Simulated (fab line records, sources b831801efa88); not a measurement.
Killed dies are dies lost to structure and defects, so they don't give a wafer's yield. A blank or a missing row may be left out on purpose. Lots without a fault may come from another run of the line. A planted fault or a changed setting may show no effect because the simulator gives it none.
fab line records | flow sky130
record lots=5 wafers=15 last_day=50
route steps=708 shown METAL2@489 PAD_OPEN@708
lots that met no fault: from a run of the same line without faults
start_h: hours from the record's first day to the start of the lot's first wafer shown | wait_h: hours since the lot's step before | " the same as in the row above | L1.1+2: a row that stands for several wafers | - no value, or no start given | * or withheld: withheld | < > ~ a bound
route shown NAME@n: a module of which the file shows steps, and the number in the route of the first | usual: mean/standard deviation of fault-free wafers | same: alike in all rows | chamber/n: place in a boat | sites: the reading at each site | _std_site: their standard deviation | _edge_site: outer sites' mean less inner sites' | radius_mm: how far each site lies from the wafer's centre | mask NAME#n: copy n | behind: the tool/chamber that last shaped the wafer | hold: why the lot was held/for how many hours/how that ended | device: the transistor (n, p or np) that didn't switch | end of line: the same wafers' tests at the end of the route | a step without rows: its recipe alone | killed: dies lost to structure and defects at the first sort, not the wafer's yield | map: a wafer's dies, x killed, . not, _ none there
set.NAME: the setting as run; set.NAME@STEP: as run at that earlier step | model.NAME: the simulator's own value behind a step, which no gauge read
lots at some steps of the route; a table a step, a row a wafer
services: from which hour (start_h, from the record's first day; less than 0 if before it) a tool's chamber was out of use, for how many hours, and why
## steps
# step SKY_METAL2_THK_MEAS_06
# recipe thk_meas_gauge=xrf reads=AlCu_of_METAL2_SPUTTER_02
# usual METAL2_ALCU_THK=251/3.2
# columns lot.wafer tool chamber start_h wait_h METAL2_ALCU_THK[nm]
L637.1 film_metro-03 - 797.65 0.1 249
L637.2 " - " " 247
L637.5 " - " " 246
L646.2 film_metro-01 - 854.04 0.1 253
L646.4 " - " " 250
L646.6 " - " " 248
L655.2 film_metro-03 - 920.59 0.1 247
L655.3 " - " " 249
L655.6 " - " " 250
L657.3 film_metro-01 - 941.99 0.1 251
L657.4 " - " " 247
L657.5 " - " " 248
L659.1 film_metro-02 - 961.12 0.1 249
L659.3 " - " " 253
L659.4 " - " " 250
# step SKY_METAL2_DEHYDRATE_07
# recipe temp_c=200 time_s=60
# step SKY_METAL2_HMDS_08
# recipe prime_time_s=60 prime_temp_c=120
# step SKY_METAL2_COAT_09
# recipe resist=BARC temp_c=withheld time_s=withheld spin_rpm=3000 resist_thk_nm=60
# step SKY_METAL2_COAT_10
# recipe resist=KrF-thick spin_rpm=3000 resist_thk_nm=450
# step SKY_METAL2_SOFTBAKE_11
# recipe temp_c=100 time_s=90 resist=KrF-thick
# step SKY_METAL2_EXPOSE_12
# recipe mask_id=MM2 na=0.8 source_shape=annular sigma_inner=0.55 sigma_outer=0.85 target_cd_nm=140 dose_mj=28
# step SKY_METAL2_PEB_13
# recipe peb_temp_c=withheld peb_time_s=withheld resist=KrF-thick
# step SKY_METAL2_DEVELOP_14
# recipe develop_time_s=60 resist=KrF-thick dev_temp_c=21
# step SKY_METAL2_CD_MEAS_15
# recipe target_cd_nm=140
# usual cd_nm=140.3/1.7
# columns lot.wafer tool chamber start_h wait_h cd_nm
L637.1 cd_sem-01 - 823.97 - 143.3
L637.2 " - " " 140.4
L637.5 " - " " 140.6
L646.2 cd_sem-01 - 879.45 - 143.7
L646.4 " - " " 142.3
L646.6 " - " " 143.6
L655.2 cd_sem-02 - 944.65 - 139.1
L655.3 " - " " 139.1
L655.6 " - " " 139.3
L657.3 cd_sem-01 - 965.87 - 141.3
L657.4 " - " " 141.5
L657.5 " - " " 141.2
L659.1 cd_sem-02 - 984.23 - 140.6
L659.3 " - " " 140.4
L659.4 " - " " 140.3
# step SKY_METAL2_OVL_MEAS_16
# usual METAL2_OVL=-2/5.7
# columns lot.wafer tool chamber start_h wait_h METAL2_OVL[nm]
L637.1 overlay-01 - 824.09 0.1 -11
L637.2 " - " " -7
L637.5 " - " " -10
L646.2 overlay-02 - 879.56 0.1 -8
L646.4 " - " " 1
L646.6 " - " " 3
L655.2 overlay-01 - 944.75 0.1 -9
L655.3 " - " " -8
L655.6 " - " " -4
L657.3 overlay-02 - 965.96 0.1 -5
L657.4 " - " " -3
L657.5 " - " " -3
L659.1 overlay-01 - 984.35 0.1 -5
L659.3 " - " " -9
L659.4 " - " " -6
# step SKY_METAL2_DESCUM_17
# recipe chemistry=O2 source_power_w=150 bias_power_w=0 pressure_mtorr=10 temp_c=40 time_s=8
# usual drypump_motor_current_A=5.65/0.087 oes_product_au=0.999/0.0077
# columns lot.wafer tool chamber start_h wait_h drypump_motor_current_A oes_product_au rf_hours_counter_h
L637.1 rie_metal-03 1 824.13 0.0 5.75 1.005 6
L637.2 " 0 " " 5.61 1.007 9
L637.5 " 1 " " 5.69 1.001 -
L646.2 rie_metal-03 1 879.59 0.0 5.73 0.984 9
L646.4 " 1 " " 5.74 0.990 -
L646.6 " 0 " " 5.63 0.982 -
L655.2 rie_metal-04 1 944.78 0.0 5.48 0.994 0
L655.3 " 1 " " 5.50 0.990 -
L655.6 " 1 " " 5.49 0.985 -
L657.3 rie_metal-04 1 965.99 0.0 5.51 0.984 -
L657.4 " 0 " " 5.61 0.996 -
L657.5 " 0 " " 5.62 0.989 -
L659.1 rie_metal-04 1 984.39 0.0 5.52 0.987 3
L659.3 " 1 " " 5.48 0.986 -
L659.4 " 0 " " 5.61 1.000 -
# step SKY_METAL2_ETCH_18
# recipe chemistry=N2/H2 target=BARC ion_energy_ev=200 bias_w=100 pressure_mtorr=30 n2_flow_sccm=100 h2_flow_sccm=200 icp_w=500 stop_on=SiO2 time_s=45.9 target_depth_a=600
# usual drypump_motor_current_A=5.66/0.089 n2_flow_sccm=100.00/0.28 oes_product_au=0.854/0.0048 throttle_valve_pct=13.224/0.0094
# columns lot.wafer tool chamber start_h wait_h drypump_motor_current_A n2_flow_sccm oes_product_au rf_hours_counter_h throttle_valve_pct model.KrF-thick_of_METAL2_COAT_10.thk_nm
L637.1 rie_metal-03 1 824.16 0.0 5.73 99.78 0.850 6 13.207 392.2
L637.2 " 0 " " 5.67 100.25 0.866 9 13.236 392.9
L637.5 " 1 " " 5.71 100.02 0.849 - 13.211 392.7
L646.2 rie_metal-03 1 879.62 0.0 5.75 100.05 0.860 9 13.224 391.9
L646.4 " 1 " " 5.81 100.00 0.852 - 13.222 392.1
L646.6 " 0 " " 5.65 100.26 0.856 - 13.237 384.8
L655.2 rie_metal-04 1 944.81 0.0 5.52 99.51 0.858 1 13.219 390.3
L655.3 " 1 " " 5.52 99.56 0.852 - 13.220 390.9
L655.6 " 1 " " 5.51 99.74 0.852 - 13.218 389.6
L657.3 rie_metal-04 1 966.03 0.0 5.51 100.31 0.855 - 13.236 393.7
L657.4 " 0 " " 5.64 100.08 0.847 - 13.220 393
L657.5 " 0 " " 5.62 99.88 0.856 - 13.230 390.3
L659.1 rie_metal-04 1 984.42 0.0 5.50 99.90 0.859 3 13.231 391.6
L659.3 " 1 " " 5.52 100.07 0.854 - 13.232 391.1
L659.4 " 0 " " 5.65 99.55 0.854 - 13.221 390.6
# step SKY_METAL2_METAL_ETCH_19
# recipe target_depth_a=3600 stop_on=SiO2 over_etch_frac=0.3 time_s=78 chemistry=Cl2/BCl3 resist_sidewall_deg=88 pressure_mtorr=10 icp_w=900 bias_w=48.5 Cl2_flow_sccm=60 bcl3_flow_sccm=30
# usual drypump_motor_current_A=5.65/0.084 oes_product_au=0.856/0.0052 throttle_valve_pct=22.265/0.0095
# columns lot.wafer tool chamber start_h wait_h drypump_motor_current_A oes_product_au rf_hours_counter_h throttle_valve_pct model.KrF-thick_of_METAL2_COAT_10.thk_nm
L637.1 rie_metal-03 1 824.23 0.0 5.67 0.859 6 22.269 157.4
L637.2 " 0 " " 5.65 0.853 9 22.271 159.5
L637.5 " 1 " " 5.69 0.861 - 22.271 157.8
L646.2 rie_metal-03 1 879.68 0.0 5.74 0.852 9 22.265 157.5
L646.4 " 1 " " 5.77 0.858 - 22.266 158.8
L646.6 " 0 " " 5.65 0.862 - 22.257 149.7
L655.2 rie_metal-04 1 944.88 0.0 5.49 0.862 1 22.270 157.2
L655.3 " 1 " " 5.48 0.863 - 22.276 159.9
L655.6 " 1 " " 5.49 0.855 - 22.259 157.5
L657.3 rie_metal-04 1 966.11 0.1 5.51 0.867 - 22.270 162.6
L657.4 " 0 " " 5.64 0.854 - 22.265 159.3
L657.5 " 0 " " 5.63 0.855 - 22.273 155.8
L659.1 rie_metal-04 1 984.48 0.0 5.47 0.853 3 22.273 159.8
L659.3 " 1 " " 5.48 0.860 - 22.291 160.4
L659.4 " 0 " " 5.64 0.847 - 22.266 153.2
# step SKY_METAL2_STRIP_20
# recipe chemistry=O2/N2 power_w=1400 pressure_mtorr=1500 platen_temp_c=withheld o2_flow_sccm=3000 n2_flow_sccm=300 overash_fraction=0.5
# usual drypump_motor_current_A=5.73/0.25 n2_flow_sccm=300.1/0.85 o2_flow_sccm=3002/8.3 oes_product_au=0.343/0.0046 strip_time_to_endpoint_s=2.691/0.027
# columns lot.wafer tool chamber start_h wait_h drypump_motor_current_A n2_flow_sccm o2_flow_sccm oes_product_au rf_hours_counter_h strip_time_to_endpoint_s
L637.1 plasma_asher-04 1 824.32 0.1 5.69 300.4 3015 0.345 39 2.686
L637.2 " 0 " " 5.70 299.3 2996 0.346 39 2.715
L637.5 " 1 " " 5.69 298.9 3005 0.343 - 2.678
L646.2 plasma_asher-04 1 879.77 0.1 5.72 301.0 2992 0.341 45 2.688
L646.4 " 0 " " 5.73 300.3 3010 0.337 - 2.695
L646.6 " 0 " " 5.73 300.2 3015 0.338 - 2.598
L655.2 plasma_asher-01 1 944.97 0.1 5.91 297.7 3000 0.336 20 2.679
L655.3 " 0 " " 5.72 300.9 3002 0.349 - 2.702
L655.6 " 1 " " 5.92 299.3 2999 0.341 - 2.691
L657.3 plasma_asher-02 0 966.20 0.1 5.27 300.2 3012 0.351 - 2.739
L657.4 " 1 " " 6.09 300.0 3015 0.347 - 2.707
L657.5 " 1 " " 6.09 300.2 3014 0.339 - 2.657
L659.1 plasma_asher-02 0 984.57 0.1 5.28 300.9 3011 0.341 83 2.704
L659.3 " 1 " " 6.05 299.9 3004 0.355 - 2.696
L659.4 " 0 " " 5.27 300.1 3007 0.342 - 2.647
# step SKY_METAL2_STRIP_21
# recipe chemistry=post_etch_residue_remover time_s=1200 temp_c=72.5
# step SKY_PAD_OPEN_PROBE_99
# usual defect_limited_yield=82.5/1.9 killed_at_M0_to_M3=44/7.2 killed_at_M4_up=3.1/1.7 killed_at_contacts=25/5.1 killed_at_front_end=14/4.6 killed_at_other=0.3/0.59 killed_dies=86/9.6 killed_open=47/7.4 killed_short=39/6 sort_bin_3_pad_short=0.8/0.4 sort_bin_5_function=10.4/1.5 sort_bin_6_memory=6.2/1.1 sort_n_pass=406/9.6 sort_yield_pct=82.5/1.9
# same gross_dies=492 killed_at_back_side=0 sort_bin_4_leakage[%]=0 sort_bin_8_speed[%]=0
# columns lot.wafer tool chamber start_h wait_h defect_limited_yield[%] killed_at_M0_to_M3 killed_at_M4_up killed_at_contacts killed_at_front_end killed_at_other killed_dies killed_open killed_short sort_bin_3_pad_short[%] sort_bin_5_function[%] sort_bin_6_memory[%] sort_n_pass sort_yield_pct[%]
L646.2 prober-01 - 1120.65 0.1 84.1 39 3 19 16 1 78 42 36 0.8 7.7 7.3 414 84.1
L646.4 prober-01 - 1120.75 0.2 83.7 39 0 31 10 0 80 46 34 0.4 9.3 6.5 412 83.7
L646.6 prober-01 - 1120.85 0.2 81.9 43 5 27 14 0 89 55 34 0.2 12.0 5.9 403 81.9
L655.2 prober-02 - 1167.76 0.1 81.3 44 3 31 13 1 92 51 41 0.8 10.2 7.7 400 81.3
L655.3 prober-02 - 1167.81 0.2 81.5 52 2 19 18 0 91 46 45 1.2 9.3 7.9 401 81.5
L655.6 prober-02 - 1167.96 0.2 82.3 46 4 22 14 1 87 47 40 1.0 9.1 7.5 405 82.3
L659.1 prober-01 - 1195.96 0.1 85.0 36 5 25 8 0 74 47 27 0.6 11.4 3.0 418 85.0
L659.3 prober-01 - 1196.06 0.2 82.5 46 4 28 8 0 86 43 43 0.6 10.0 6.9 406 82.5
L659.4 prober-01 - 1196.11 0.2 85.2 32 4 28 9 0 73 35 38 1.6 8.7 4.5 419 85.2
# killed by level:class
L646.2 CONTACT:geometric_particle:open=8 VIA3:geometric_particle:open=8 LI_CONTACT:geometric_particle:open=6 VIA1:geometric_particle:open=6 FIELD_ISO:geometric_particle:open=5 POLY_GATE:geometric_particle:short=5 VIA3:geometric_particle:short=5 METAL2:geometric_particle:short=4
L646.4 LI_CONTACT:geometric_particle:open=10 VIA1:geometric_particle:open=10 CONTACT:geometric_particle:open=8 METAL1:geometric_particle:short=8 CONTACT:geometric_particle:short=7 VIA2:geometric_particle:open=5 FIELD_ISO:geometric_particle:open=4 VIA1:geometric_particle:short=4
L646.6 LI_CONTACT:geometric_particle:open=9 CONTACT:geometric_particle:open=8 VIA3:geometric_particle:open=8 VIA2:geometric_particle:open=8 VIA1:geometric_particle:open=7 FIELD_ISO:geometric_particle:open=5 VIA3:geometric_particle:short=5 LOCAL_INTERCONNECT:geometric_particle:short=5
L655.2 CONTACT:geometric_particle:open=11 LI_CONTACT:geometric_particle:open=9 VIA2:geometric_particle:open=8 CONTACT:geometric_particle:short=6 VIA1:geometric_particle:short=6 METAL2:geometric_particle:short=5 METAL1:geometric_particle:short=5 VIA1:geometric_particle:open=5
L655.3 VIA1:geometric_particle:open=17 CONTACT:geometric_particle:open=11 METAL3:geometric_particle:short=9 METAL2:geometric_particle:short=5 FIELD_ISO:geometric_particle:open=4 POLY_GATE:geometric_particle:short=4 CONTACT:geometric_particle:short=4 VIA1:geometric_particle:short=4
L655.6 VIA1:geometric_particle:open=13 LI_CONTACT:geometric_particle:open=8 VIA2:geometric_particle:open=8 VIA3:geometric_particle:open=6 METAL2:geometric_particle:short=5 VIA3:geometric_particle:short=5 FIELD_ISO:geometric_particle:open=4 CONTACT:geometric_particle:short=4
L659.1 LI_CONTACT:geometric_particle:open=13 VIA2:geometric_particle:open=7 VIA1:geometric_particle:open=7 VIA3:geometric_particle:open=6 CONTACT:geometric_particle:open=5 METAL1:geometric_particle:short=4 VIA1:geometric_particle:short=4 POLY_GATE:geometric_particle:short=3
L659.3 VIA2:geometric_particle:open=10 LI_CONTACT:geometric_particle:open=10 VIA1:geometric_particle:open=10 CONTACT:geometric_particle:open=8 VIA1:geometric_particle:short=6 METAL2:geometric_particle:short=6 LI_CONTACT:geometric_particle:short=5 VIA3:geometric_particle:short=5
L659.4 LI_CONTACT:geometric_particle:open=11 VIA1:geometric_particle:open=8 LOCAL_INTERCONNECT:geometric_particle:short=7 METAL1:geometric_particle:short=6 CONTACT:geometric_particle:short=5 VIA2:geometric_particle:open=5 VIA3:geometric_particle:open=4 METAL4:geometric_particle:short=4
## services
# columns tool chamber start_h hours kind
rie_metal-03 1 807.25 12.8 repair
rie_metal-04 0 830.44 20.5 repair
plasma_asher-04 - 860.75 1.0 repair
rie_metal-04 1 886.57 9.0 repair
rie_metal-03 - 886.91 5.7 repair
rie_metal-04 1 919.21 - clean
rie_metal-04 1 919.21 14.0 scheduled_down
rie_metal-04 1 919.21 14.0 vent_cycle
rie_metal-03 1 926.56 4.8 repair
plasma_asher-02 - 939.47 6.1 repair
rie_metal-04 0 953.71 1.1 repair
plasma_asher-04 - 983.76 3.4 repair
## key
first_sign step=SKY_METAL2_STRIP_20 reading=strip_time_to_endpoint_s direction=down sigmas=3.4 usual=* struck=*
effect none on later readings
model_effect step=SKY_METAL2_ETCH_18 value=KrF-thick_of_METAL2_COAT_10.thk_nm without=391.8 struck=384.8
model_effect step=SKY_METAL2_METAL_ETCH_19 value=KrF-thick_of_METAL2_COAT_10.thk_nm without=156.6 struck=149.7
met_at SKY_METAL2_ETCH_18
struck_wafers L646.6
onset_between 824.16 879.62
fault kind=process_parameter_drift tool=rie_metal-03 chamber=0 onset_h=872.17 steps=SKY_METAL2_ETCH_18 channel=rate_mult offset=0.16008 shape=step end_h=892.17
